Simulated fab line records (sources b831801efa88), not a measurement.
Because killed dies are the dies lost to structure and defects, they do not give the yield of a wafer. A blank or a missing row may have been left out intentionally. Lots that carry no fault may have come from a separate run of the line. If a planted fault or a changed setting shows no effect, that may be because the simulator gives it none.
Code-filled problem report in 8D (eight disciplines) form -- flow sky130 -- the parts of the form that need people (team, actions taken, sign-off) are left out

1. PROBLEM STATEMENT
Wafers free of any fault read 2.57 nm (standard deviation 0.05) for SONOS_ONO_OXIDATION_THK at SKY_SONOS_ONO_THK_MEAS_01, against a mean of 3.20 nm on 6 wafers of 2 lots. That is +13 standard deviations from the usual mean.
First observed at day 14 18:40: wafer L901.2, on film metro-04. The record holds 36 wafers of 12 lots with a number at this step. The rule behind "out" and "out of limits": a value lying over 4 standard deviations away from the usual mean. The rest of the wafers with a number are treated as sound.

2. WHAT IT IS; WHAT IT IS NOT
question,is,is not
which readings at this step,SONOS_ONO_OXIDATION_THK,-
which lots,"L901, L902","L892, L893, L894, L896, L900, L906, L911, L912, L913, L914"
which wafers of those lots,all that have a number,-
read on which gauges,"film metro-02, film metro-04",film metro-01
when,from day 14 18:40,"up to then (15 sound wafers); but 15 sound wafers of L906, L911, L912, L913, L914 came after"

3. THE SUSPECTS, EACH WITH WHAT RULES IT OUT
Counting: any tool at a process step up to the reading is kept as a suspect provided that every lot that is out went through it and no sound lot did after the first of them.
- the gauge at SKY_SONOS_ONO_THK_MEAS_01: ruled out. Those wafers that are out were read across 2 gauges (film metro-02, film metro-04).
- furnace-01 at SKY_SONOS_ONO_OXIDATION_00 (stabilise 600 s, purge 300 s, target thk 2.6 nm): ruled out as a lasting fault. Following L901 (day 14 17:18), the first lot on it that is out, the sound lots L913 were run on it.
Left after counting: nothing in the record.

4. THE CAUSE (what the simulator had put in)
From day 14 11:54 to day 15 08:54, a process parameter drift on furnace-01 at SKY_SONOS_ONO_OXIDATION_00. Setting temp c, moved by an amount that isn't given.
Counting ruled it out, wrongly: the rule takes a fault to strike every lot that its tool runs from its start on, and this one did not.

5. SEQUENCE OF EFFECTS, ordered by route
Each row: a reading whose mean over the struck wafers that have a number lies more than 3 standard deviations from the usual. Only readings for which the record gives a usual standard deviation are gone through. hours: the time from each lot's start at the first step in this table that gives one to its start at this step, as a median over the lots. sigmas: the change in usual standard deviations.
hours,step,reading,usual,on struck wafers,change,sigmas
0,SKY_SONOS_ONO_OXIDATION_00,spike tc bottom C,823.9 C,837.3,+13.4,+4.6
0,SKY_SONOS_ONO_OXIDATION_00,spike tc centre C,801.2 C,818.4,+17.2,+12
0,SKY_SONOS_ONO_OXIDATION_00,spike tc lower C,801.1 C,816.8,+15.7,+16
0,SKY_SONOS_ONO_OXIDATION_00,spike tc top C,813.6 C,828.1,+14.5,+12
0,SKY_SONOS_ONO_OXIDATION_00,spike tc upper C,800.7 C,817.2,+16.5,+14
0,SKY_SONOS_ONO_OXIDATION_00,tube center temp C,800 C,816,+16,+99 or more
0,SKY_SONOS_ONO_OXIDATION_00,tube_center_temp_C_max,802.0,817.6,+15.6,+50
1,SKY_SONOS_ONO_THK_MEAS_01,SONOS_ONO_OXIDATION_THK,2.57 nm,3.20,+0.63,+13
Here are the process steps it includes:
- SKY_SONOS_ONO_OXIDATION_00: stabilise 600 s, purge 300 s, target thk 2.6 nm.
At these later measuring or inspecting steps, every struck wafer for which the step has a row has a number for every such reading, and none has moved that far: SKY_LI_CONTACT_THK_MEAS_23, SKY_CONTACT_RS_MEAS_25.

6. WHAT WOULD HAVE CAUGHT IT SOONER
Counted from the fault's start at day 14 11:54, it took 7 hours until the first out-of-limits reading at a measuring or inspecting step in this record, taken at day 14 18:40.
The tool's own readings at SKY_SONOS_ONO_OXIDATION_00 were out on every struck wafer that the step has a row for (spike tc bottom C, spike tc centre C, spike tc lower C, spike tc top C, spike tc upper C, tube center temp C, tube_center_temp_C_max): an alarm limit on them would have fired on the first of those.
